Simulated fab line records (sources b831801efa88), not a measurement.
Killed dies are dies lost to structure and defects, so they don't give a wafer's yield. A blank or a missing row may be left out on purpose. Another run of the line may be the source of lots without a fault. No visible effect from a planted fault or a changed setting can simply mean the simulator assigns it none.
fab line records | flow sfqLine
record lots=6 | wafers=18 | lastDay=81
route steps=325 shown M6@262 I6@266
lots that met no fault: from a run of the same line without faults
startH: hours from the record's opening day to when the first of the lot's shown wafers began | waitH: time in hours since the lot's previous step | " the same as in the row above | L1.1+2: a row that stands for several wafers | - no value, or no start given | * or withheld: withheld | < > ~ a bound
route shown NAME@n: NAME is a module with steps in the file, n the number in the route of the first one | usual: mean/standard deviation of fault-free wafers | same: alike in all rows | chamber/n: place in a boat | sites: each site's reading | _std_site: their standard deviation | _edge_site: the outer-site mean with the inner-site mean subtracted | radiusMm: how far each site lies from the wafer's centre | mask NAME#n: copy n | behind: the last tool/chamber to shape the wafer | hold: the reason the lot was held/the length of the hold in hours/how it ended | device: whichever transistor did not switch (one of n, p or np) | end of line: tests run on the same wafers once the route is complete | a step without rows: its recipe alone | killed: not the wafer's yield, but the dies lost to structure and defects at the first sort | map: the dies of a wafer, with x for killed, . for not killed, _ for no die there
set.NAME: setting as actually run; set.NAME@STEP: the setting as run at that earlier step | model.NAME: the simulator's own value behind a step, which no gauge read
certain route steps with their lots: each step a table, each wafer a row
services: when a tool's chamber went out of use (startH, in hours from the record's first day, below 0 if earlier), for how many hours, and the reason
## steps
# step SFQ_TRILAYER_M6_BARC_OPEN_METAL_ETCH_206
# recipe maskMaterial=PR | chemistry=O2 | targetDepthNm=125 | target=BARC | icpW=600 | biasW=80 | pressureMtorr=10 | timeS=41.7
# usual drypumpMotorCurrentA=5.9/0.41 | oesProductAu=0.685/0.0046
# same timeS=41.7
lot.wafer | tool        | chamber | startH  | waitH | drypumpMotorCurrentA | oesProductAu | rfHoursCounterH
L968.2    | rieMetal-02 | 0       | 1395.32 | 0.0   | 6.5                  | 0.689        | 8
L968.4    | "           | 1       | "       | "     | 5.2                  | 0.692        | -
L968.6    | "           | 0       | "       | "     | 6.5                  | 0.693        | -
L975.1    | rieMetal-04 | 1       | 1726.23 | 0.0   | 5.7                  | 0.691        | 117
L975.3    | "           | 0       | "       | "     | 6.3                  | 0.684        | -
L975.4    | "           | 1       | "       | "     | 5.7                  | 0.688        | -
L977.2    | rieMetal-02 | 0       | 1728.63 | 0.0   | 6.5                  | 0.679        | 60
L977.4    | "           | 0       | "       | "     | 6.5                  | 0.692        | -
L977.6    | "           | 0       | "       | "     | 6.5                  | 0.681        | -
L978.1    | rieMetal-04 | 0       | 1729.83 | 0.0   | 6.3                  | 0.687        | 23
L978.4    | "           | 0       | "       | "     | 6.3                  | 0.680        | -
L978.6    | "           | 0       | "       | "     | 6.3                  | 0.687        | -
L980.4    | rieMetal-02 | 1       | 1733.45 | 0.0   | 5.2                  | 0.684        | -
L980.5    | "           | 1       | "       | "     | 5.2                  | 0.682        | -
L980.6    | "           | 0       | "       | "     | 6.5                  | 0.686        | -
L982.1    | rieMetal-04 | 0       | 1735.83 | 0.0   | 6.3                  | 0.676        | 24
L982.3    | "           | 1       | "       | "     | 5.7                  | 0.686        | -
L982.6    | "           | 0       | "       | "     | 6.3                  | 0.685        | -
# step SFQ_TRILAYER_M6_ETCH_METAL_ETCH_162
# recipe target=Nb | stopOn=SiO2 | maskMaterial=PR | chemistry=Cl2/Ar | targetDepthNm=240 | icpW=600 | biasW=80 | pressureMtorr=10 | timeS=120
# step SFQ_TRILAYER_M6_STRIP_STRIP_163
# recipe gas=O2 | powerW=200 | platenTempC=40 | overashFraction=0.65 | chemistry=O2 | pressureMtorr=50
# usual drypumpMotorCurrentA=5.9/0.4 | oesProductAu=1.006/0.0097
lot.wafer | tool        | chamber | startH  | waitH | drypumpMotorCurrentA | oesProductAu | rfHoursCounterH
L968.2    | rieMetal-02 | 0       | 1395.51 | 0.1   | 6.5                  | 1.015        | 8
L968.4    | "           | 1       | "       | "     | 5.2                  | 1.015        | -
L968.6    | "           | 0       | "       | "     | 6.5                  | 1.032        | -
L975.1    | rieMetal-04 | 1       | 1726.43 | 0.1   | 5.7                  | 1.000        | 117
L975.3    | "           | 0       | "       | "     | 6.3                  | 1.003        | -
L975.4    | "           | 1       | "       | "     | 5.7                  | 1.003        | -
L977.2    | rieMetal-02 | 0       | 1728.81 | 0.1   | 6.5                  | 1.013        | 60
L977.4    | "           | 0       | "       | "     | 6.5                  | 1.017        | -
L977.6    | "           | 0       | "       | "     | 6.5                  | 1.015        | -
L978.1    | rieMetal-04 | 0       | 1730.01 | 0.1   | 6.3                  | 1.000        | 24
L978.4    | "           | 0       | "       | "     | 6.3                  | 1.013        | -
L978.6    | "           | 0       | "       | "     | 6.3                  | 1.006        | -
L980.4    | rieMetal-02 | 1       | 1733.81 | 0.2   | 5.2                  | 1.007        | -
L980.5    | "           | 1       | "       | "     | 5.2                  | 0.996        | -
L980.6    | "           | 0       | "       | "     | 6.5                  | 1.015        | -
L982.1    | rieMetal-04 | 0       | 1736.01 | 0.1   | 6.3                  | 1.002        | 25
L982.3    | "           | 1       | "       | "     | 5.7                  | 0.995        | -
L982.6    | "           | 0       | "       | "     | 6.3                  | 1.006        | -
# step SFQ_TRILAYER_M6_STRIP_SOLV_CLEAN_164
# recipe chemistry=NMP | tempC=70 | timeS=600
# step SFQ_TRILAYER_I6_DEP_PECVD_165
# recipe material=SiO2 | tempC=150 | timeS=111.11 | pressureTorr=2.4 | rfW=183.3 | precursor=SiH4/N2O | targetThkNm=500
# usual heaterPowerW=84/8.3 | throttleValvePct=24.5/1.2
# same timeS=111.11
lot.wafer | tool     | chamber | startH  | waitH | heaterPowerW | throttleValvePct
L968.2    | pecvd-03 | 2       | 1396.28 | 0.0   | 83           | 23.7
L968.4    | "        | 0       | "       | "     | 92           | 25.2
L968.6    | "        | 2       | "       | "     | 89           | 23.7
L975.1    | pecvd-04 | 0       | 1727.23 | 0.0   | 105          | 23.6
L975.3    | "        | 2       | "       | "     | 81           | 23.1
L975.4    | "        | 2       | "       | "     | 86           | 23.2
L977.2    | pecvd-03 | 2       | 1729.59 | 0.0   | 80           | 24.0
L977.4    | "        | 2       | "       | "     | 85           | 24.1
L977.6    | "        | 0       | "       | "     | 89           | 25.6
L978.1    | pecvd-04 | 0       | 1730.79 | 0.0   | 101          | 23.7
L978.4    | "        | 0       | "       | "     | 103          | 23.5
L978.6    | "        | 1       | "       | "     | 78           | 24.8
L980.4    | pecvd-03 | 1       | 1734.43 | 0.0   | 78           | 23.5
L980.5    | "        | 2       | "       | "     | 76           | 23.8
L980.6    | "        | 0       | "       | "     | 85           | 25.6
L982.1    | pecvd-04 | 0       | 1736.81 | 0.0   | 104          | 23.8
L982.3    | "        | 1       | "       | "     | 81           | 24.9
L982.6    | "        | 2       | "       | "     | 90           | 23.4
# step SFQ_TRILAYER_I6_CMP_CMP_166
# recipe material=SiO2 | downForcePsi=3 | platenRpm=60 | padVelocityMS=0.94248
# usual motorCurrentA=10.2/0.93 | timeToEndpointS=215/7.8
lot.wafer | tool   | chamber | startH  | waitH | motorCurrentA | timeToEndpointS
L968.4    | cmp-02 | 1       | 1423.89 | 27.5  | 9.0           | 221
L968.2    | "      | 3       | 1424.89 | 28.6  | 10.9          | 203
L968.6    | "      | 2       | 1426.39 | 30.0  | 9.6           | 223
L975.3    | cmp-01 | 3       | 1735.57 | 8.3   | 11.0          | 208
L975.1    | "      | 0       | "       | "     | 11.2          | 210
L975.4    | "      | 1       | "       | "     | 11.5          | 216
L977.2    | cmp-01 | 1       | 1738.07 | 8.4   | 11.4          | 202
L977.4    | "      | 0       | 1739.57 | 9.9   | 11.9          | 208
L977.6    | "      | 1       | "       | "     | 10.8          | 200
L978.4    | cmp-02 | 2       | 1740.08 | 9.2   | 9.5           | 213
L978.1    | "      | 1       | 1741.58 | 10.8  | 9.2           | 215
L978.6    | "      | 2       | "       | "     | 9.7           | 221
L980.4    | cmp-02 | 1       | 1746.24 | 11.8  | 8.1           | 234
L980.5    | "      | 1       | 1748.24 | 13.8  | 8.5           | 217
L980.6    | "      | 2       | "       | "     | 9.6           | 222
L982.3    | cmp-01 | 3       | 1750.07 | 13.2  | 11.0          | 219
L982.1    | "      | 2       | 1751.57 | 14.7  | 9.9           | 208
L982.6    | "      | 3       | "       | "     | 11.0          | 223
# step SFQ_I6_BOW_MEAS_941
# recipe mode=bow
# usual I6_BOW=5/12
lot.wafer | tool         | chamber | startH  | waitH | I6_BOW[um]
L968.2    | filmMetro-03 | -       | 1426.91 | 1.5   | 5
L968.4    | "            | -       | "       | "     | -11
L968.6    | "            | -       | "       | "     | 1
L975.1    | filmMetro-01 | -       | 1738.07 | 1.5   | 12
L975.3    | "            | -       | "       | "     | 6
L975.4    | "            | -       | "       | "     | 5
L977.2    | filmMetro-04 | -       | 1741.09 | 2.5   | -4
L977.4    | "            | -       | "       | "     | 10
L977.6    | "            | -       | "       | "     | -7
L978.1    | filmMetro-03 | -       | 1743.08 | 1.0   | 2
L978.4    | "            | -       | "       | "     | 1
L978.6    | "            | -       | "       | "     | -2
L980.4    | filmMetro-01 | -       | 1749.30 | 2.6   | -3
L980.5    | "            | -       | "       | "     | 0
L980.6    | "            | -       | "       | "     | -6
L982.1    | filmMetro-01 | -       | 1753.07 | 1.0   | -11
L982.3    | "            | -       | "       | "     | -2
L982.6    | "            | -       | "       | "     | -4
# step SFQ_TRILAYER_I6_METRO_MEASURE_167
# usual thkNm=200.1/1.1
lot.wafer | tool         | chamber | startH  | waitH | thkNm
L968.2    | filmMetro-03 | -       | 1427.21 | 0.3   | 200.4
L968.4    | "            | -       | "       | "     | 201.9
L968.6    | "            | -       | "       | "     | 201.8
L975.1    | filmMetro-01 | -       | 1738.19 | 0.1   | 200.7
L975.3    | "            | -       | "       | "     | 200.2
L975.4    | "            | -       | "       | "     | 199.7
L977.2    | filmMetro-04 | -       | 1741.39 | 0.3   | 200.5
L977.4    | "            | -       | "       | "     | 200.3
L977.6    | "            | -       | "       | "     | 198.3
L978.1    | filmMetro-03 | -       | 1743.20 | 0.1   | 200.6
L978.4    | "            | -       | "       | "     | 200.3
L978.6    | "            | -       | "       | "     | 201.8
L980.4    | filmMetro-01 | -       | 1749.96 | 0.6   | 200.0
L980.5    | "            | -       | "       | "     | 202.1
L980.6    | "            | -       | "       | "     | 200.1
L982.1    | filmMetro-01 | -       | 1753.19 | 0.1   | 199.0
L982.3    | "            | -       | "       | "     | 201.6
L982.6    | "            | -       | "       | "     | 201.1
# step SFQ_TRILAYER_I6_VIA_LITHO_COAT_174
# recipe resist=BARC | spinRpm=3000 | resistThkNm=62
# step SFQ_TRILAYER_I6_VIA_LITHO_COAT_169
# recipe resist=KrF | spinRpm=3000 | resistThkNm=650
# step SFQ_TRILAYER_I6_VIA_LITHO_SOFTBAKE_173
# recipe tempC=withheld | timeS=withheld | resist=KrF
# step SFQ_TRILAYER_I6_VIA_LITHO_EXPOSE_170
# recipe maskId=I6 | na=0.6 | sourceShape=conventional | sigmaOuter=0.65 | targetCdNm=700 | doseMj=21.3
# step SFQ_TRILAYER_I6_VIA_LITHO_PEB_172
# recipe pebTempC=115 | pebTimeS=60 | resist=KrF
# usual heaterPowerTotalW=79.15/0.065 | plateTempC=115.01/0.14
lot.wafer | tool          | chamber | startH  | waitH | heaterPowerTotalW | plateTempC
L968.2    | lithoTrack-04 | 0       | 1521.34 | 0.8   | 79.17             | 115.23
L968.4    | "             | 0       | "       | "     | 79.00             | 115.31
L968.6    | "             | 0       | "       | "     | 79.23             | 115.32
L975.1    | lithoTrack-04 | 0       | 1741.68 | 1.0   | 80.14             | 115.90
L975.3    | "             | 0       | "       | "     | 79.92             | 116.03
L975.4    | "             | 0       | "       | "     | 80.14             | 115.69
L977.2    | lithoTrack-01 | 0       | 1745.78 | 0.8   | 79.14             | 114.95
L977.4    | "             | 0       | "       | "     | 79.19             | 115.00
L977.6    | "             | 0       | "       | "     | 79.14             | 115.23
L978.1    | lithoTrack-04 | 0       | 1750.45 | 1.0   | 80.05             | 115.96
L978.4    | "             | 0       | "       | "     | 79.96             | 116.08
L978.6    | "             | 0       | "       | "     | 80.09             | 116.05
L980.4    | lithoTrack-01 | 0       | 1758.48 | 0.5   | 79.25             | 115.17
L980.5    | "             | 0       | "       | "     | 79.21             | 115.33
L980.6    | "             | 0       | "       | "     | 79.15             | 115.08
L982.1    | lithoTrack-01 | 0       | 1763.20 | 1.0   | 79.14             | 115.06
L982.3    | "             | 0       | "       | "     | 79.16             | 115.17
L982.6    | "             | 0       | "       | "     | 79.19             | 115.03
# step SFQ_TRILAYER_I6_VIA_LITHO_DEVELOP_171
# recipe timeS=60 | resist=KrF
# step SFQ_I6_OVL_MEAS_942
# usual I6_OVL=2/6.1
lot.wafer | tool       | chamber | startH  | waitH | I6_OVL[nm]
L968.2    | overlay-02 | -       | 1521.62 | 0.1   | 8
L968.4    | "          | -       | "       | "     | 7
L968.6    | "          | -       | "       | "     | 7
L975.1    | overlay-02 | -       | 1741.98 | 0.1   | -1
L975.3    | "          | -       | "       | "     | -1
L975.4    | "          | -       | "       | "     | 3
L977.2    | overlay-02 | -       | 1746.06 | 0.1   | 5
L977.4    | "          | -       | "       | "     | 0
L977.6    | "          | -       | "       | "     | 10
L978.1    | overlay-02 | -       | 1750.75 | 0.1   | -1
L978.4    | "          | -       | "       | "     | -2
L978.6    | "          | -       | "       | "     | -3
L980.4    | overlay-02 | -       | 1758.72 | 0.1   | 5
L980.5    | "          | -       | "       | "     | 5
L980.6    | "          | -       | "       | "     | 3
L982.1    | overlay-01 | -       | 1763.50 | 0.1   | 1
L982.3    | "          | -       | "       | "     | -10
L982.6    | "          | -       | "       | "     | -6
# step SFQ_TRILAYER_I6_VIA_BARC_OPEN_VIA_ETCH_235
# recipe maskMaterial=PR | chemistry=O2 | targetDepthNm=125 | target=BARC | sourceW=500 | biasW=80 | pressureMtorr=30 | timeS=41.7
# usual drypumpMotorCurrentA=5.7/0.58 | oesProductAu=0.686/0.0044
# same timeS=41.7
lot.wafer | tool       | chamber | startH  | waitH | drypumpMotorCurrentA | oesProductAu | rfHoursCounterH | model.I6.cdNm
L968.2    | rieDiel-01 | 3       | 1521.65 | 0.0   | 4.9                  | 0.682        | 13              | 698.2
L968.4    | "          | 0       | "       | "     | 6.6                  | 0.686        | 19              | 699.5
L968.6    | "          | 3       | "       | "     | 4.9                  | 0.676        | -               | 699.5
L975.1    | rieDiel-02 | 3       | 1742.01 | 0.0   | 6.2                  | 0.685        | 2               | 714.6
L975.3    | "          | 1       | "       | "     | 5.4                  | 0.687        | 19              | 714.8
L975.4    | "          | 0       | "       | "     | 6.4                  | 0.676        | 13              | 715
L977.2    | rieDiel-02 | 3       | 1746.09 | 0.0   | 6.2                  | 0.684        | 2               | 698.8
L977.4    | "          | 0       | "       | "     | 6.4                  | 0.692        | 13              | 698.9
L977.6    | "          | 0       | "       | "     | 6.4                  | 0.694        | -               | 699.7
L978.1    | rieDiel-02 | 3       | 1750.79 | 0.0   | 6.2                  | 0.683        | 2               | 713.3
L978.4    | "          | 2       | "       | "     | 5.4                  | 0.688        | 21              | 714.3
L978.6    | "          | 2       | "       | "     | 5.4                  | 0.682        | -               | 714.5
L980.4    | rieDiel-01 | 2       | 1758.74 | 0.0   | 5.2                  | 0.689        | 4               | 698.5
L980.5    | "          | 3       | "       | "     | 4.9                  | 0.692        | -               | 698.5
L980.6    | "          | 0       | "       | "     | 6.6                  | 0.692        | -               | 700.2
L982.1    | rieDiel-04 | 1       | 1763.54 | 0.0   | 5.3                  | 0.678        | 20              | 698.7
L982.3    | "          | 2       | "       | "     | 6.1                  | 0.690        | 20              | 699
L982.6    | "          | 0       | "       | "     | 6.1                  | 0.686        | -               | 699.7
# step SFQ_TRILAYER_I6_VIA_ETCH_VIA_ETCH_172
# recipe target=SiO2 | stopOn=Nb | maskMaterial=PR | taperDeg=20 | chemistry=CHF3 | targetDepthNm=260 | sourceW=500 | biasW=80 | pressureMtorr=30 | timeS=withheld
# usual drypumpMotorCurrentA=5.7/0.58 | oesProductAu=0.855/0.005
lot.wafer | tool       | chamber | startH  | waitH | drypumpMotorCurrentA | oesProductAu | model.I6.cdNm
L968.2    | rieDiel-01 | 3       | 1521.69 | 0.0   | 4.9                  | 0.859        | 696.9
L968.4    | "          | 0       | "       | "     | 6.5                  | 0.861        | 699.1
L968.6    | "          | 3       | "       | "     | 4.9                  | 0.855        | 699.4
L975.1    | rieDiel-02 | 3       | 1742.05 | 0.0   | 6.3                  | 0.861        | 714.5
L975.3    | "          | 1       | "       | "     | 5.4                  | 0.851        | 714.2
L975.4    | "          | 0       | "       | "     | 6.4                  | 0.851        | 712.4
L977.2    | rieDiel-02 | 3       | 1746.13 | 0.0   | 6.3                  | 0.866        | 699.9
L977.4    | "          | 0       | "       | "     | 6.4                  | 0.851        | 696.7
L977.6    | "          | 0       | "       | "     | 6.4                  | 0.851        | 697.9
L978.1    | rieDiel-02 | 3       | 1750.83 | 0.0   | 6.2                  | 0.856        | 716.3
L978.4    | "          | 2       | "       | "     | 5.4                  | 0.865        | 714.5
L978.6    | "          | 2       | "       | "     | 5.4                  | 0.859        | 713.3
L980.4    | rieDiel-01 | 2       | 1758.78 | 0.0   | 5.1                  | 0.850        | 697.3
L980.5    | "          | 3       | "       | "     | 4.9                  | 0.857        | 697.7
L980.6    | "          | 0       | "       | "     | 6.6                  | 0.853        | 698.5
L982.1    | rieDiel-04 | 1       | 1763.58 | 0.0   | 5.4                  | 0.849        | 697.1
L982.3    | "          | 2       | "       | "     | 6.1                  | 0.860        | 697.6
L982.6    | "          | 0       | "       | "     | 6.1                  | 0.859        | 700
# step SFQ_TRILAYER_I6_VIA_STRIP_STRIP_173
# recipe gas=O2 | powerW=200 | platenTempC=40 | overashFraction=0.65 | chemistry=O2 | pressureMtorr=50
## services
tool         | chamber | startH  | hours | kind
cmp-02       | -       | 1391.90 | 4.4   | repair
rieMetal-02  | 0       | 1416.76 | 6.2   | repair
cmp-01       | -       | 1418.57 | 1.3   | repair
cmp-02       | -       | 1420.08 | 0.8   | repair
cmp-01       | -       | 1433.47 | 2.2   | repair
filmMetro-01 | -       | 1435.23 | 1.2   | pm
cmp-02       | -       | 1436.23 | 1.8   | repair
cmp-01       | -       | 1438.69 | 4.0   | pm
rieDiel-01   | -       | 1452.18 | 4.3   | pm
rieDiel-01   | -       | 1490.17 | 0.2   | repair
rieDiel-01   | 1       | 1508.06 | 7.3   | repair
rieDiel-01   | -       | 1523.76 | 2.8   | pm
rieDiel-01   | -       | 1573.01 | 1.1   | repair
rieMetal-04  | -       | 1576.27 | 0.4   | repair
rieDiel-02   | 3       | 1586.30 | 6.0   | repair
rieDiel-02   | 1       | 1595.10 | 4.3   | repair
rieMetal-02  | -       | 1603.00 | 3.8   | repair
rieDiel-01   | 1       | 1604.40 | 8.1   | repair
rieMetal-02  | -       | 1624.61 | 2.8   | pm
rieDiel-01   | 0       | 1645.09 | 4.6   | repair
rieDiel-01   | 2       | 1680.90 | 6.3   | repair
rieMetal-02  | 1       | 1699.75 | 17.9  | repair
rieDiel-01   | 1       | 1732.37 | 11.7  | repair
rieMetal-04  | 0       | 1758.31 | 10.0  | repair
## key
firstSign step=SFQ_TRILAYER_I6_VIA_LITHO_PEB_172 | reading=heaterPowerTotalW | direction=up | sigmas=14 | usual=79.15 | struck=80.05
effect step=SFQ_TRILAYER_I6_VIA_LITHO_PEB_172 | reading=plateTempC | direction=up | sigmas=6.5 | usual=* | struck=*
modelEffect step=SFQ_TRILAYER_I6_VIA_BARC_OPEN_VIA_ETCH_235 | value=I6.cdNm | without=696.7 | struck=714.4
modelEffect step=SFQ_TRILAYER_I6_VIA_ETCH_VIA_ETCH_172 | value=I6.cdNm | without=696.4 | struck=714.2
metAt SFQ_TRILAYER_I6_VIA_LITHO_PEB_172
struckWafers L975.1,L975.3,L975.4,L978.1,L978.4,L978.6
onsetBetween 1521.34 1741.68
fault kind=processParameterDrift | tool=lithoTrack-04 | chamber=- | onsetH=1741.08 | steps=SFQ_TRILAYER_I6_VIA_LITHO_PEB_172 | channel=pebTempC | offset=* | shape=step | endH=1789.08 | actsIn=* | stated=*
